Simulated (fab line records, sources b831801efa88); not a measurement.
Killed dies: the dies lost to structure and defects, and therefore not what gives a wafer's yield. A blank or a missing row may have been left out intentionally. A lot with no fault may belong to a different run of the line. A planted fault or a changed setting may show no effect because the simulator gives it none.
Code-filled problem report in 8D (eight disciplines) form | flow sky130 | the parts of the form that need people (team, actions taken, sign-off) are left out

## 1. PROBLEM STATEMENT
Mean FIELD_ISO_OXIDATION_00_THK at SKY_FIELD_ISO_THK_MEAS_02: 10.07 nm over 6 wafers in 2 lots; fault-free wafers: 12.02 nm, standard deviation 0.24. Measured from the usual mean, that is -8.1 standard deviations.
First observed at day 3 11:17: wafer L966.3, on film metro-04. The record has a number at this step for 36 wafers belonging to 12 lots. The rule behind "out" and "out of limits": a value lying over 4 standard deviations away from the usual mean. Any other wafer with a number is counted as sound.

## 2. WHAT IT IS, WHAT IT ISN'T
question                    | is                         | is not
which readings at this step | FIELD_ISO_OXIDATION_00_THK | -
which lots                  | L966, L968                 | L957, L958, L959, L960, L961, L962, L963, L964, L965, L967
which wafers of those lots  | all that have a number     | -
read on which gauges        | film metro-04              | film metro-01, film metro-02
when                        | from day 3 11:17           | up to then (27 sound wafers); but 3 sound wafers of L967 came after

## 3. THE SUSPECTS, EACH WITH WHAT RULES IT OUT
Counting: a tool at a process step up to the reading stays a suspect if it ran every lot that is out and no sound lot after the first of them.
- the gauge at SKY_FIELD_ISO_THK_MEAS_02: kept. All the wafers that are out were read on film metro-04, and no step on other tools shows them out.
- furnace-01 at SKY_FIELD_ISO_OXIDATION_01 (stabilise 600 s, purge 300 s, target thk 12 nm): kept. It processed each lot that is out, first L966 at day 3 09:45, and no sound lot thereafter; up to then, the last sound lot it processed was L964 at day 3 03:50.
The count leaves film metro-04 at SKY_FIELD_ISO_THK_MEAS_02 and furnace-01 at SKY_FIELD_ISO_OXIDATION_01.

## 4. THE CAUSE (what the simulator had put in)
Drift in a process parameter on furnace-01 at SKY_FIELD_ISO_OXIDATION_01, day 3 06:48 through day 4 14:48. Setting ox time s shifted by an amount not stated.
Counting left 2 suspects, and this tool is among them.

## 5. SEQUENCE OF EFFECTS, ordered by route
Each row: a reading whose mean over the struck wafers that have a number lies more than 3 standard deviations from the usual. Only readings whose record carries a usual standard deviation are examined. hours: median over the lots of the time between each lot's start at the first step of this table that gives one and its start at this step. sigmas: the change, counted in usual standard deviations.
hours | step                      | reading                    | usual    | on struck wafers | change | sigmas
0     | SKY_FIELD_ISO_THK_MEAS_02 | FIELD_ISO_OXIDATION_00_THK | 12.02 nm | 10.07            | -1.95  | -8.1
Later measuring or inspecting steps at which every struck wafer that the step has a row for has a number for every such reading, and none has moved that far: SKY_NWELL_RS_MEAS_31, SKY_VT_ADJUST_NCORE_CD_MEAS_07.

## 6. HOW IT WOULD HAVE BEEN CAUGHT EARLIER
Counted from the fault's start at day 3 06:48, it took 4 hours until the first out-of-limits reading at a measuring or inspecting step in this record, taken at day 3 11:17.
No tool reading at SKY_FIELD_ISO_OXIDATION_01 that has a usual standard deviation in the record was out on any struck wafer, so an alarm limit of 4 standard deviations on those readings would not have fired.
Among the 2 lots that are out, L968 began SKY_FIELD_ISO_OXIDATION_01 on furnace-01 after day 3 11:17. It would have been spared by a hold on the tool at that moment.
